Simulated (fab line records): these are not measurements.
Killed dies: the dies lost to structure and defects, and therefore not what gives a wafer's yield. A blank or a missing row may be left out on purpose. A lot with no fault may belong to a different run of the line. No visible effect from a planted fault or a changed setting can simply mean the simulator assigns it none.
The tool behind it: which one? :: flow gf180mcu :: 13 lots with 39 wafers sampled at 4 steps, on a route of 602 steps

== WHAT EACH GAUGE READ, for each wafer ==
GF_POLY_GATE_CD_MEAS_10 targets a cd of 280 nm.
lot: L752
measured: day 9 04:46
on: cd-sem-02
cd-nm (nm): 280.8 281.0 281.0

lot: L753
measured: day 9 14:58
on: cd-sem-01
cd-nm (nm): 279.6 278.8 280.3

lot: L756
measured: day 10 06:29
on: cd-sem-02
cd-nm (nm): 279.2 277.9 279.3

lot: L757
measured: day 10 10:16
on: cd-sem-01
cd-nm (nm): 279.0 278.0 279.7

lot: L758
measured: day 10 16:28
on: cd-sem-01
cd-nm (nm): 280.7 279.3 280.5

lot: L760
measured: day 11 07:52
on: cd-sem-01
cd-nm (nm): 280.4 279.5 281.3

lot: L761
measured: day 11 19:40
on: cd-sem-02
cd-nm (nm): 279.4 279.0 280.0

lot: L767
measured: day 13 12:13
on: cd-sem-02
cd-nm (nm): 278.6 279.8 279.0

lot: L769
measured: day 14 01:42
on: cd-sem-01
cd-nm (nm): 266.1 265.2 265.0

lot: L771
measured: day 14 19:31
on: cd-sem-02
cd-nm (nm): 281.7 281.0 279.0

lot: L772
measured: day 15 08:03
on: cd-sem-02
cd-nm (nm): 281.5 280.0 279.7

lot: L773
measured: day 16 02:51
on: cd-sem-01
cd-nm (nm): 279.2 279.1 281.0

lot: L775
measured: day 16 15:58
on: cd-sem-01
cd-nm (nm): 281.6 280.9 282.0

GF_M3_THK_MEAS_06: measures by xrf.
lot: L752
measured: day 20 07:28
on: film-metro-04
M3_ALCU_THK (nm): 455 456 451

lot: L753
measured: day 20 18:28
on: film-metro-01
M3_ALCU_THK (nm): 446 448 449

lot: L756
measured: day 21 17:25
on: film-metro-03
M3_ALCU_THK (nm): 445 442 444

lot: L757
measured: day 21 20:35
on: film-metro-01
M3_ALCU_THK (nm): 450 446 447

lot: L758
measured: day 22 10:02
on: film-metro-01
M3_ALCU_THK (nm): 447 442 442

lot: L760
measured: day 23 01:50
on: film-metro-03
M3_ALCU_THK (nm): 445 446 452

lot: L761
measured: day 23 17:42
on: film-metro-01
M3_ALCU_THK (nm): 455 451 449

lot: L767
measured: day 25 13:05
on: film-metro-01
M3_ALCU_THK (nm): 447 450 449

lot: L769
measured: day 26 03:49
on: film-metro-04
M3_ALCU_THK (nm): 449 449 447

lot: L771
measured: day 26 18:36
on: film-metro-04
M3_ALCU_THK (nm): 445 443 447

lot: L772
measured: day 27 06:25
on: film-metro-04
M3_ALCU_THK (nm): 445 447 446

lot: L773
measured: day 28 02:38
on: film-metro-01
M3_ALCU_THK (nm): 444 443 445

lot: L775
measured: day 28 15:42
on: film-metro-03
M3_ALCU_THK (nm): 444 444 440

== WHAT TOOL EACH LOT RAN ON (gives the tool, then ch and the chambers of the sampled wafers, and finally the start) ==
lot: L752
GF_POLY_GATE_EXPOSE_07: krf-scanner-02 ch 0, day 8 21:05
GF_M3_SPUTTER_00: pvd-sputter-01, day 20 07:07

lot: L753
GF_POLY_GATE_EXPOSE_07: krf-scanner-02 ch 0, day 9 06:38
GF_M3_SPUTTER_00: pvd-sputter-02, day 20 18:06

lot: L756
GF_POLY_GATE_EXPOSE_07: krf-scanner-01 ch 0, day 9 21:48
GF_M3_SPUTTER_00: pvd-sputter-01, day 21 17:04

lot: L757
GF_POLY_GATE_EXPOSE_07: krf-scanner-01 ch 0, day 10 00:55
GF_M3_SPUTTER_00: pvd-sputter-04, day 21 20:15

lot: L758
GF_POLY_GATE_EXPOSE_07: krf-scanner-02 ch 0, day 10 07:41
GF_M3_SPUTTER_00: pvd-sputter-01, day 22 09:42

lot: L760
GF_POLY_GATE_EXPOSE_07: krf-scanner-02 ch 0, day 10 23:34
GF_M3_SPUTTER_00: pvd-sputter-04, day 23 01:29

lot: L761
GF_POLY_GATE_EXPOSE_07: krf-scanner-02 ch 0, day 11 10:33
GF_M3_SPUTTER_00: pvd-sputter-04, day 23 17:22

lot: L767
GF_POLY_GATE_EXPOSE_07: krf-scanner-02 ch 0, day 13 02:05
GF_M3_SPUTTER_00: pvd-sputter-01, day 25 12:44

lot: L769
GF_POLY_GATE_EXPOSE_07: krf-scanner-01 ch 0, day 13 15:32
GF_M3_SPUTTER_00: pvd-sputter-01, day 26 03:28

lot: L771
GF_POLY_GATE_EXPOSE_07: krf-scanner-01 ch 0, day 14 09:26
GF_M3_SPUTTER_00: pvd-sputter-01, day 26 18:16

lot: L772
GF_POLY_GATE_EXPOSE_07: krf-scanner-01 ch 0, day 14 21:19
GF_M3_SPUTTER_00: pvd-sputter-01, day 27 06:05

lot: L773
GF_POLY_GATE_EXPOSE_07: krf-scanner-02 ch 0, day 15 16:16
GF_M3_SPUTTER_00: pvd-sputter-04, day 28 02:18

lot: L775
GF_POLY_GATE_EXPOSE_07: krf-scanner-01 ch 0, day 16 04:45
GF_M3_SPUTTER_00: pvd-sputter-01, day 28 15:22
- GF_POLY_GATE_EXPOSE_07: exposes mask Poly2, target cd 280 nm.
- GF_M3_SPUTTER_00: material Ti, target thk 37.5 nm, time 150 s.

== AS READ BY THE TOOLS THEMSELVES (means over the sampled wafers that have a number; for cases with no such wafer, the mark the record gives instead) ==
GF_POLY_GATE_EXPOSE_07.
lot: L752
tool: krf-scanner-02
focus-offset-nm (nm): 0.5

lot: L753
tool: krf-scanner-02
focus-offset-nm (nm): 0.2

lot: L756
tool: krf-scanner-01
focus-offset-nm (nm): 0.0

lot: L757
tool: krf-scanner-01
focus-offset-nm (nm): 0.9

lot: L758
tool: krf-scanner-02
focus-offset-nm (nm): 0.0

lot: L760
tool: krf-scanner-02
focus-offset-nm (nm): 0.3

lot: L761
tool: krf-scanner-02
focus-offset-nm (nm): 0.1

lot: L767
tool: krf-scanner-02
focus-offset-nm (nm): 0.4

lot: L769
tool: krf-scanner-01
focus-offset-nm (nm): -0.6

lot: L771
tool: krf-scanner-01
focus-offset-nm (nm): 0.1

lot: L772
tool: krf-scanner-01
focus-offset-nm (nm): 0.3

lot: L773
tool: krf-scanner-02
focus-offset-nm (nm): 0.1

lot: L775
tool: krf-scanner-01
focus-offset-nm (nm): -0.1

GF_M3_SPUTTER_00.
lot: L752
tool: pvd-sputter-01
throttle-valve-pct (%): 29.9

lot: L753
tool: pvd-sputter-02
throttle-valve-pct (%): 31.2

lot: L756
tool: pvd-sputter-01
throttle-valve-pct (%): 29.7

lot: L757
tool: pvd-sputter-04
throttle-valve-pct (%): 29.0

lot: L758
tool: pvd-sputter-01
throttle-valve-pct (%): 30.0

lot: L760
tool: pvd-sputter-04
throttle-valve-pct (%): 28.9

lot: L761
tool: pvd-sputter-04
throttle-valve-pct (%): 28.7

lot: L767
tool: pvd-sputter-01
throttle-valve-pct (%): 29.3

lot: L769
tool: pvd-sputter-01
throttle-valve-pct (%): 29.8

lot: L771
tool: pvd-sputter-01
throttle-valve-pct (%): 29.8

lot: L772
tool: pvd-sputter-01
throttle-valve-pct (%): 29.4

lot: L773
tool: pvd-sputter-04
throttle-valve-pct (%): 29.4

lot: L775
tool: pvd-sputter-01
throttle-valve-pct (%): 29.6

== THE ANSWER, worked out from the rows above alone ==
Rule: usual is defined by the lots themselves. Put in order of their means at a reading, lots are off if they are a third of the lots or fewer, leave a main group of 4 or more, and stand apart from it by a gap of 3 or more times the standard deviation of the main group's means; of several such gaps the widest counts. If all means in a main group match to the digits the tables above print for the reading, that group is not used. Also off: a lot with no number at a reading for which 4 or more lots have one. The other lots that the step has rows for count as sound. The gauges are gone through in route order, then the tools' own readings, and for those a lot's mean is taken as printed above. The first step at which some lot is off is used, and at that step the reading that is off furthest; a lot without a number counts as furthest.
Off: L769, at GF_POLY_GATE_CD_MEAS_10 (cd-nm). The main group: mean 280.0 nm, standard deviation 0.8.
If a tool, at a process step before that reading, ran all the lots that are off and no sound lot after the first of them, it fits. Gauges at GF_POLY_GATE_CD_MEAS_10: tried the same way as those tools. No candidate that was tried fits.

== WHAT WAS PUT IN BY THE SIMULATOR ==
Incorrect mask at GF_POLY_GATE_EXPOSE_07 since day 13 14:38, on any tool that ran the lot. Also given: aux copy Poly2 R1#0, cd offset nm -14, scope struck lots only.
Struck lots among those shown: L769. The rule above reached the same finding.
